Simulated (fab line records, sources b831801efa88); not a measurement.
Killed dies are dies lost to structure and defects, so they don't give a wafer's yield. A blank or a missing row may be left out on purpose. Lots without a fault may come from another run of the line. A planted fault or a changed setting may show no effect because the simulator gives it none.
One fault seen from 2 desks | flow sky130 | each desk has only its own numbers; what lay behind them comes last

THE TOOL OWNER'S DESK: litho_track-02
The tool's own readings at SKY_SONOS_TUNNEL_SOFTBAKE_03 (time 60 s): means of the sampled wafers that have a number, for each lot that ran on this tool. A lot is out of limits, marked OUT, if its mean lies more than 4 standard deviations from the usual mean; the brackets give that distance.
Columns: A = run_length_s at SKY_SONOS_TUNNEL_SOFTBAKE_03, usual 89.13 s
lot  | first seen here | A
L130 | day 11 02:11    | 89.18
L133 | day 11 18:26    | 89.28
L140 | day 14 05:26    | 91.52 (+20) OUT
L142 | day 14 19:17    | 91.57 (+20) OUT
L153 | day 18 05:43    | 89.10
This desk's finding: out of limits on L140, L142; first on L140, day 14 05:26 (run_length_s at SKY_SONOS_TUNNEL_SOFTBAKE_03). In limits: L130, L133, L153.

THE METROLOGY DESK
What the gauges read, lot by lot, whatever tool the lot ran on: means of the sampled wafers that have a number. A lot is out of limits, marked OUT, if its mean lies more than 4 standard deviations from the usual mean; the brackets give that distance.
Columns: A = cd_nm at SKY_VT_ADJUST_NCORE_CD_MEAS_07, usual 379 nm; B = SONOS_ONO_OXIDATION_THK at SKY_SONOS_ONO_THK_MEAS_01, usual 2.56 nm
lot  | first seen here | A   | B
L130 | day 8 16:52     | 379 | 2.57
L131 | day 9 00:43     | 382 | 2.59
L132 | day 9 04:01     | 379 | 2.59
L133 | day 9 08:47     | 378 | 2.52
L140 | day 11 14:58    | 382 | 2.52
L142 | day 12 03:40    | 380 | 2.61
L146 | day 13 06:30    | 378 | 2.51
L147 | day 13 14:56    | 375 | 2.49
L148 | day 13 23:11    | 379 | 2.58
L149 | day 14 03:08    | 375 | 2.55
L150 | day 14 11:43    | 380 | 2.51
L151 | day 14 18:11    | 380 | 2.60
L152 | day 15 00:34    | 378 | 2.63
L153 | day 15 04:53    | 383 | 2.47
This desk's finding: nothing out of limits on any of the 14 lots.

PUT TOGETHER
The tool owner's desk could have raised an alarm at day 14 05:26, on L140, L142.
The metrology desk saw nothing out of limits.
The metrology desk has L140, L142 on record, within its limits.
Of the lots named, all ran SKY_SONOS_TUNNEL_SOFTBAKE_03 on litho_track-02.

WHAT THE SIMULATOR HAD PUT IN
Process parameter drift: litho_track-02, from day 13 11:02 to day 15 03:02, at SKY_SONOS_TUNNEL_SOFTBAKE_03. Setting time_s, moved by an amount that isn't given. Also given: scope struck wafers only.
Lots struck among those shown: L140, L142.
Hours from the fault's start to each desk's first reading out of limits: the tool owner's desk, 18.
